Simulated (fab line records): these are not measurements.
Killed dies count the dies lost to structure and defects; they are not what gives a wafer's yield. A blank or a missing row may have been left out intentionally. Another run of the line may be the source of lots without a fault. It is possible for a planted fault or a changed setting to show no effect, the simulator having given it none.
Problem report in the 8D (eight disciplines) form, filled by code    flow gf180mcu    the parts of the form that need people (team, actions taken, sign-off) are left out

== 1. THE ISSUE ==
Mean of developer-temp-C at GF_DUAL_GATE_DEVELOP_10: 25.30 C across 6 wafers in 2 lots; on wafers with no fault it is 23.02 C (standard deviation 0.1). That puts it +23 standard deviations away from the usual mean.
The step: develop time 60 s.
Seen first at day 10 11:38 on litho-track-02, wafer L335.1. The record has a number at this step for 41 wafers belonging to 14 lots. The rule behind "out" and "out of limits": a value lying over 4 standard deviations away from the usual mean. The rest of the wafers with a number are treated as sound.

== 2. WHAT IT IS AND WHAT IT IS NOT ==
question                     is                      is not
which readings at this step  developer-temp-C        -
which lots                   L335, L336              L327, L328, L330, L331, L332, L338, L345, L346, L347, L348, L349, L350
which wafers of those lots   all that have a number  -
read on which tools          litho-track-02          litho-track-03, litho-track-04
when                         from day 10 11:38       up to then (15 sound wafers); but 20 sound wafers of L338, L345, L346, L347, L348, L349, L350 came after

== 3. WHAT RULES OUT EACH SUSPECT ==
Counting: a tool stays on the suspect list if, at a process step up to the reading, it processed all lots that are out and no sound lot following the first of them.
- litho-track-02 at GF_DUAL_GATE_DEVELOP_10 (develop time 60 s): ruled out as a lasting fault. Sound lots L348, L349 ran on it after its first lot that is out, L335 (day 10 11:38).
Left after counting: nothing in the record.

== 4. THE CAUSE (what the simulator had put in) ==
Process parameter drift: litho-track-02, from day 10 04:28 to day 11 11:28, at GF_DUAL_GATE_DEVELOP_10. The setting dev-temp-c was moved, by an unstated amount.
Counting ruled it out, wrongly.

== 5. THE EFFECT CHAIN, in route order ==
Rows list readings where the struck wafers' mean (over those with a number) sits beyond 3 standard deviations from the usual. Only readings whose record carries a usual standard deviation are examined. hours: median over the lots of the time between each lot's start at the first step of this table that gives one and its start at this step. sigmas: the change, counted in usual standard deviations.
hours  step                     reading           usual    on struck wafers  change  sigmas
0      GF_DUAL_GATE_DEVELOP_10  developer-temp-C  23.02 C  25.30             +2.28   +23
Its process steps:
- GF_DUAL_GATE_DEVELOP_10: develop time 60 s.
At these later measuring or inspecting steps, every struck wafer for which the step has a row has a number for every such reading, and none has moved that far: GF_HV_LDD_CD_MEAS_07, GF_SAB_OVL_MEAS_10.

== 6. WHAT WOULD HAVE CAUGHT IT SOONER ==
In this record no reading fell out of limits until day 10 11:38, 7 hours after the fault had begun at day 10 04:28.
